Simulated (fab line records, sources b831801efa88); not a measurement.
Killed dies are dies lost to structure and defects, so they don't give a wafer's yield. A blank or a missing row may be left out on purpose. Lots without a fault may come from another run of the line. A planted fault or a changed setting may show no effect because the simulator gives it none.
A struck lot beside a sound one | flow gf180mcu | 14 steps out of a route of 602
Sound: wafers L739.2, L739.3, L739.6. Struck: wafers L741.1, L741.3, L741.5. The cause comes at the end.
At each step with rows: each side's tool, then ch and its chambers, then its first start. Under that, the readings that differ: sound wafers | struck wafers | difference of the means | sigmas: that difference in standard deviations of wafers without a fault.
alike: readings whose means differ by less than 2 such deviations, and words and numbers that are the same on both sides. not compared: withheld readings, readings that some wafer has no value for, bounds like >300 that may hide the same value, and numbers for which the record gives no deviation and whose values overlap.
The two part at a step that has a row with sigmas, a row that says differs or no value, or rows on one side only. Numbers that don't overlap but have no deviation are shown without sigmas and don't part them. A reading that every wafer of one side lacks parts them only if that side has two wafers or more.

GF_V5_CMP_26: polishes, stops on SiO2, t overpolish 15 s, target thk 0 nm.
  sound on cmp-02 ch 1,2, day 31 07:31; struck on cmp-01 ch 0,1,2, day 32 01:37
  alike: motor_current_A, overpolish_run_s, retaining_ring_pressure_frac, time_to_endpoint_s
GF_TOP_METAL_SPUTTER_00: material Ti, target thk 37.5 nm, time 150 s.
  sound on pvd_sputter-01, day 31 07:49; struck on pvd_sputter-03, day 32 01:52
  alike: cathode_dc_power_W, throttle_valve_pct
GF_TOP_METAL_SPUTTER_01: material TiN, target thk 30 nm, time 25 s.
  sound on pvd_sputter-01, day 31 07:55; struck on pvd_sputter-03, day 32 01:58
  alike: cathode_dc_power_W, throttle_valve_pct
then, 1 step without rows for these wafers: GF_TOP_METAL_SPUTTER_02 (material AlCu, target thk 900 nm, time 47.82 s).
GF_TOP_METAL_SPUTTER_03: material Ti, target thk 5 nm, time 3.3 s.
  sound on pvd_sputter-01, day 31 07:59; struck on pvd_sputter-03, day 32 02:03
  alike: cathode_dc_power_W, throttle_valve_pct
GF_TOP_METAL_SPUTTER_04: material TiN, target thk 25 nm, time 20.8 s.
  sound on pvd_sputter-01, day 31 08:00; struck on pvd_sputter-03, day 32 02:04
  alike: cathode_dc_power_W, throttle_valve_pct
GF_TOP_METAL_RS_MEAS_05: measures by four-point-probe.
  sound on film_metro-03, day 31 08:03; struck on film_metro-03, day 32 02:05
  alike: TOP_METAL_ALCU_RS
GF_TOP_METAL_THK_MEAS_06: measures by xrf.
  sound on film_metro-03, day 31 08:10; struck on film_metro-03, day 32 02:13
  alike: TOP_METAL_ALCU_THK
then, 4 steps without rows for these wafers: GF_TOP_METAL_DEHYDRATE_07 (time 60 s); GF_TOP_METAL_HMDS_08 (prime time 60 s); GF_TOP_METAL_COAT_09 (resist thk 1500 nm); GF_TOP_METAL_SOFTBAKE_10 (time 60 s).
GF_TOP_METAL_EXPOSE_11: exposes mask MetalTop, target cd 440 nm.
  sound on iline_stepper-01 ch 0, day 31 16:28; struck on iline_stepper-02, day 32 10:28
  no value came back on the struck wafers for exposure_dose_mJ_cm2, focus_offset_nm (nm); on the sound wafers exposure_dose_mJ_cm2 reads 169.98 170.08 170.07
  alike: mask
then, 1 step without rows for these wafers: GF_TOP_METAL_PEB_12.

WHERE THEY PART
Only at GF_TOP_METAL_EXPOSE_11, within this record.

WHY: what the simulator had put in
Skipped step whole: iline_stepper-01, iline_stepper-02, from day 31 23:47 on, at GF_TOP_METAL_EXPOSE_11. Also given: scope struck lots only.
